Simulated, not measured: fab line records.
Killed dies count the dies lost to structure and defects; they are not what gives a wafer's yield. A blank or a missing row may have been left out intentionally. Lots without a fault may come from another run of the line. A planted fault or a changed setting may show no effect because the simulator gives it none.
8D (eight disciplines) problem report, filled in by code + flow gf180mcu + the parts of the form that need people (team, actions taken, sign-off) are left out

## 1. WHAT WENT WRONG
Wafers without a fault read 2000.2 rpm, standard deviation 1.4; spin speed rpm at GF_DNWELL_COAT_02 reads a mean of 1861.6 rpm on 9 wafers belonging to 3 lots. That is -99 or more standard deviations from the usual mean.
The step: resist thk 3000 nm.
The first sign was on wafer L996.2 at day 5 12:52, on litho track-04. The record has a number at this step for 39 wafers belonging to 13 lots. Rule for "out", or "out of limits": more than 4 standard deviations from the usual mean. The other wafers with a number count as sound.

## 2. WHAT THIS IS AND IS NOT
| question                    | is                     | is not                                                                                 |
|-----------------------------|------------------------|----------------------------------------------------------------------------------------|
| which readings at this step | spin speed rpm         | -                                                                                      |
| which lots                  | L996, L997, L998       | L101, L103, L104, L986, L987, L988, L990, L992, L993, L999                             |
| which wafers of those lots  | all that have a number | -                                                                                      |
| read on which tools         | litho track-04         | litho track-02, litho track-03                                                         |
| when                        | from day 5 12:52       | up to then (18 sound wafers); but 12 sound wafers of L101, L103, L104, L999 came after |

## 3. WHAT RULES OUT EACH SUSPECT
Counting: a tool at any process step up to the reading remains a suspect when it ran all the lots that are out and ran no sound lot after the first of those.
- litho track-04 at GF_DNWELL_COAT_02 (resist thk 3000 nm): kept. All lots that are out passed through it, beginning with L996 at day 5 12:52, and no sound lot followed; its final sound lot before that point was L993 at day 4 17:09. Its own readings are out on those wafers: spin speed rpm.
Left after counting: litho track-04 at GF_DNWELL_COAT_02.

## 4. THE CAUSE (what the simulator had put in)
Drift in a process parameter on litho track-04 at GF_DNWELL_COAT_02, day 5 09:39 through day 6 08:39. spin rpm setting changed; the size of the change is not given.
This tool alone remained once counting was done.

## 5. THE CHAIN OF EFFECTS, in route order
Rows list readings where the struck wafers' mean (over those with a number) sits beyond 3 standard deviations from the usual. Scope: only readings with a usual standard deviation given in the record; hours: median across lots of the time from each lot's start at the first step in this table that gives one to its start at this step; sigmas: change in usual standard deviations.
| hours | step               | reading                  | usual      | on struck wafers | change | sigmas      |
|-------|--------------------|--------------------------|------------|------------------|--------|-------------|
| 0     | GF_DNWELL_COAT_02  | spin speed rpm           | 2000.2 rpm | 1861.6           | -138.6 | -99 or more |
| 8     | GF_DNWELL_STRIP_08 | strip time to endpoint s | 37.00 s    | 38.26            | +1.26  | +13         |
Here are the process steps it includes:
- GF_DNWELL_COAT_02: resist thk 3000 nm.
- GF_DNWELL_STRIP_08: strips in O2/N2.
Later measuring or inspecting steps at which every struck wafer that the step has a row for has a number for every such reading, and none has moved that far: GF_SAB_THK_MEAS_01, GF_CONTACT_THK_MEAS_01.

## 6. WHAT WOULD HAVE CAUGHT IT SOONER
3 hours passed between the start of the fault at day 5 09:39 and the first reading out of limits in this record, taken at day 5 12:52.
